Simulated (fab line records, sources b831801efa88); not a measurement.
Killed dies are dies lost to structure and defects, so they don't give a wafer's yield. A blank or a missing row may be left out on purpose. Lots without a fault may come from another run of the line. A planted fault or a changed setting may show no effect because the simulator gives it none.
Chamber matching | flow sky130 | SKY_VIA4_CMP_02 on cmp-01: 4 sister chambers
The step polishes SiO2. 33 wafers are shown with their chamber, then 12 later ones without.

WAFERS WITH THEIR CHAMBER
wafer  | chamber | motor_current_A (A)
L074.1 | 3       | 10.1
L074.2 | 1       | 11.4
L074.5 | 2       | 12.9
L076.2 | 2       | 12.8
L076.4 | 0       | 12.8
L076.5 | 0       | 13.5
L078.2 | 2       | 12.5
L078.3 | 3       | 9.7
L078.5 | 2       | 12.7
L080.3 | 3       | 9.8
L080.4 | 2       | 12.7
L080.5 | 1       | 11.2
L083.1 | 2       | 12.8
L083.5 | 1       | 10.5
L083.6 | 0       | 12.5
L084.1 | 3       | 9.7
L084.3 | 1       | 11.2
L084.5 | 1       | 11.7
L085.1 | 0       | 13.5
L085.4 | 1       | 11.2
L085.6 | 2       | 12.9
L086.1 | 1       | 11.3
L086.3 | 2       | 12.6
L086.5 | 3       | 9.7
L090.1 | 0       | 13.5
L090.4 | 3       | 9.5
L090.5 | 0       | 12.8
L091.2 | 2       | 12.9
L091.4 | 1       | 10.9
L091.6 | 0       | 12.9
L092.1 | 3       | 9.7
L092.2 | 2       | 12.2
L092.4 | 1       | 12.2

SIGNATURES (means of the wafers above)
reading         | chamber 0 | chamber 1 | chamber 2 | chamber 3 | scatter within a chamber
motor_current_A | 13.071    | 11.289    | 12.700    | 9.743     | 0.347
Rule: a wafer's distance from a chamber is the root of the sum, over the readings, of the square of ((its reading less the chamber's mean) divided by the reading's scatter). The wafer belongs to the nearest chamber; if the next one is less than 2 further off, it can't be placed. The scatter: the root of (the sum of the squares of (reading less its chamber's mean) over the shown wafers, divided by (wafers less chambers)).

WAFERS WITHOUT THEIR CHAMBER
wafer  | motor_current_A (A)
L094.2 | 10.7
L094.3 | 12.7
L094.5 | 11.3
L093.1 | 13.7
L093.2 | 12.0
L093.6 | 12.7
L096.1 | 13.4
L096.5 | 12.6
L096.6 | 9.9
L097.2 | 12.9
L097.3 | 11.1
L097.4 | 9.1

WHICH CHAMBER EACH WENT THROUGH
wafer  | from the rows above          | in truth
L094.2 | can't be placed: 1 or 3      | 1
L094.3 | can't be placed: 2 or 0      | 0
L094.5 | 1                            | 1
L093.1 | can't be placed: 0 or 2      | 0
L093.2 | can't be placed: 2 or 1 or 0 | 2
L093.6 | can't be placed: 2 or 0      | 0
L096.1 | can't be placed: 0 or 2      | 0
L096.5 | can't be placed: 2 or 0      | 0
L096.6 | 3                            | 3
L097.2 | can't be placed: 0 or 2      | 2
L097.3 | 1                            | 1
L097.4 | 3                            | 3
Placed correctly: 4 of 12. Can't be placed from these rows: 8 (the true chamber is among the candidates in 8). Placed wrongly: 0.
